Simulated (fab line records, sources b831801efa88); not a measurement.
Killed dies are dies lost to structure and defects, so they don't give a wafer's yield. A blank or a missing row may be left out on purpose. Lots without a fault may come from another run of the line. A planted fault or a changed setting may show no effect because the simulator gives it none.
Which tool did it? | flow sky130 | 12 lots, 36 wafers sampled, at 5 steps of a route of 708

WHAT THE GAUGES READ, wafer by wafer
SKY_LI_CONTACT_THK_MEAS_01. Usual: LI_CONTACT_HDPCVD_THK 932 nm, standard deviation 8.9.
lot  | measured     | on            | LI_CONTACT_HDPCVD_THK (nm) | flag
L396 | day 28 20:44 | film_metro-03 | 927 928 919                |
L400 | day 30 09:44 | film_metro-01 | 926 920 941                |
L403 | day 31 12:11 | film_metro-03 | 948 938 943                |
L407 | day 32 15:31 | film_metro-03 | 924 934 929                |
L408 | day 32 21:33 | film_metro-03 | 939 929 941                |
L409 | day 33 07:28 | film_metro-03 | 928 933 931                |
L410 | day 33 15:59 | film_metro-01 | 924 924 914                |
L412 | day 34 07:35 | film_metro-03 | 955 949 940                |
L411 | day 34 11:41 | film_metro-04 | 940 940 934                |
L413 | day 34 12:44 | film_metro-04 | 931 930 915                |
L416 | day 35 06:50 | film_metro-04 | 939 950 937                |
L417 | day 36 03:49 | film_metro-01 | 946 921 930                |

SKY_LI_CONTACT_THK_MEAS_23: measures by xrf. Usual: LI_CONTACT_W_THK 398 nm, standard deviation 8.6.
lot  | measured     | on            | LI_CONTACT_W_THK (nm) | flag
L396 | day 30 02:25 | film_metro-03 | 392 395 400           |
L400 | day 31 14:46 | film_metro-01 | 399 413 403           |
L403 | day 32 18:07 | film_metro-04 | 388 391 392           |
L407 | day 33 19:38 | film_metro-01 | 394 393 393           |
L408 | day 34 02:02 | film_metro-03 | 408 395 405           |
L409 | day 34 11:46 | film_metro-03 | 395 403 392           |
L410 | day 34 19:37 | film_metro-03 | 389 393 392           |
L412 | day 35 11:45 | film_metro-03 | 398 404 405           |
L411 | day 35 15:52 | film_metro-03 | 395 399 390           |
L413 | day 35 17:00 | film_metro-01 | 414 393 412           |
L416 | day 36 10:30 | film_metro-03 | 388 409 387           |
L417 | day 37 07:50 | film_metro-04 | 409 412 391           |

SKY_CONTACT_THK_MEAS_01. Usual: CONTACT_CVD_00_THK 74.9 nm, standard deviation 0.9.
lot  | measured     | on            | CONTACT_CVD_00_THK (nm) | flag
L396 | day 31 07:44 | film_metro-01 | 75.2 76.0 75.5          |
L400 | day 32 20:13 | film_metro-04 | 56.3 56.7 74.3          | OFF
L403 | day 33 22:15 | film_metro-01 | 56.3 75.3 76.0          | OFF
L407 | day 35 00:14 | film_metro-01 | 75.7 76.0 75.4          |
L408 | day 35 06:18 | film_metro-02 | 73.7 75.0 77.1          |
L409 | day 35 15:47 | film_metro-02 | 73.9 74.8 74.7          |
L410 | day 35 23:54 | film_metro-04 | 74.1 74.0 74.3          |
L412 | day 36 15:55 | film_metro-01 | 74.9 76.5 75.2          |
L411 | day 36 19:30 | film_metro-04 | 74.8 73.6 74.3          |
L413 | day 36 20:55 | film_metro-01 | 75.7 75.6 75.9          |
L416 | day 37 14:26 | film_metro-01 | 74.2 74.2 75.2          |
L417 | day 38 11:03 | film_metro-04 | 74.2 74.6 75.9          |

WHICH TOOL RAN EACH LOT (tool, then ch and the chambers of the sampled wafers, then the start)
lot  | SKY_LI_CONTACT_SPUTTER_19    | SKY_CONTACT_CVD_00
L396 | pvd_sputter-04, day 30 02:01 | pecvd-01 ch 0,1, day 31 07:42
L400 | pvd_sputter-01, day 31 14:23 | pecvd-01 ch 0,1,2, day 32 20:11
L403 | pvd_sputter-01, day 32 17:44 | pecvd-01 ch 0,1,2, day 33 22:13
L407 | pvd_sputter-01, day 33 19:14 | pecvd-02 ch 0,1,2, day 35 00:11
L408 | pvd_sputter-01, day 34 01:39 | pecvd-03 ch 0,1,2, day 35 06:16
L409 | pvd_sputter-04, day 34 11:23 | pecvd-03 ch 0,1, day 35 15:45
L410 | pvd_sputter-01, day 34 19:13 | pecvd-03 ch 0,1,2, day 35 23:51
L412 | pvd_sputter-01, day 35 11:21 | pecvd-01 ch 0,2, day 36 15:52
L411 | pvd_sputter-01, day 35 15:29 | pecvd-03 ch 0,1,2, day 36 19:28
L413 | pvd_sputter-01, day 35 16:37 | pecvd-01 ch 0,1,2, day 36 20:53
L416 | pvd_sputter-01, day 36 10:07 | pecvd-01 ch 0,2, day 37 14:24
L417 | pvd_sputter-02, day 37 07:27 | pecvd-01 ch 0,1,2, day 38 11:01
- SKY_LI_CONTACT_SPUTTER_19: material Ti, target thk 20 nm, time 106.37 s.
- SKY_CONTACT_CVD_00: deposits Si3N4, target thk 75 nm.

WHAT THE TOOLS THEMSELVES READ (means of the sampled wafers that have a number; where no wafer has one, the mark that the record gives instead)
SKY_LI_CONTACT_SPUTTER_19. Usual: throttle_valve_pct 29.9 %, standard deviation 0.75.
lot  | tool           | throttle_valve_pct (%) | flag
L396 | pvd_sputter-04 | 30.4                   |
L400 | pvd_sputter-01 | 30.0                   |
L403 | pvd_sputter-01 | 29.7                   |
L407 | pvd_sputter-01 | 30.0                   |
L408 | pvd_sputter-01 | 29.9                   |
L409 | pvd_sputter-04 | 29.7                   |
L410 | pvd_sputter-01 | 30.1                   |
L412 | pvd_sputter-01 | 29.7                   |
L411 | pvd_sputter-01 | 30.1                   |
L413 | pvd_sputter-01 | 30.0                   |
L416 | pvd_sputter-01 | 29.9                   |
L417 | pvd_sputter-02 | 31.0                   |

SKY_CONTACT_CVD_00. Usual: heater_power_w 720 W, standard deviation 110.
lot  | tool     | heater_power_w (W) | flag
L396 | pecvd-01 | 781                |
L400 | pecvd-01 | 729                |
L403 | pecvd-01 | 752                |
L407 | pecvd-02 | 741                |
L408 | pecvd-03 | 659                |
L409 | pecvd-03 | 667                |
L410 | pecvd-03 | 679                |
L412 | pecvd-01 | 706                |
L411 | pecvd-03 | 724                |
L413 | pecvd-01 | 739                |
L416 | pecvd-01 | 690                |
L417 | pecvd-01 | 726                |

THE ANSWER, worked out from the rows above alone
Rule: a lot is off if the mean of its wafers that have a number lies more than 3 standard deviations from the usual mean. A lot without any number at a reading at which 4 lots or more have one is off too. The other lots that the step has rows for count as sound. The gauges are gone through in route order, then the tools' own readings, and for those a lot's mean is taken as printed above. The first step at which some lot is off is used, and at that step the reading that is off furthest; a lot without a number counts as furthest.
Off: L400, L403, at SKY_CONTACT_THK_MEAS_01 (CONTACT_CVD_00_THK).
A tool fits if, at a process step before that reading, it ran every lot that is off, and no sound lot after the first of them. The gauges at SKY_CONTACT_THK_MEAS_01 are tried like those tools. None of those tried fits.

WHAT THE SIMULATOR HAD PUT IN
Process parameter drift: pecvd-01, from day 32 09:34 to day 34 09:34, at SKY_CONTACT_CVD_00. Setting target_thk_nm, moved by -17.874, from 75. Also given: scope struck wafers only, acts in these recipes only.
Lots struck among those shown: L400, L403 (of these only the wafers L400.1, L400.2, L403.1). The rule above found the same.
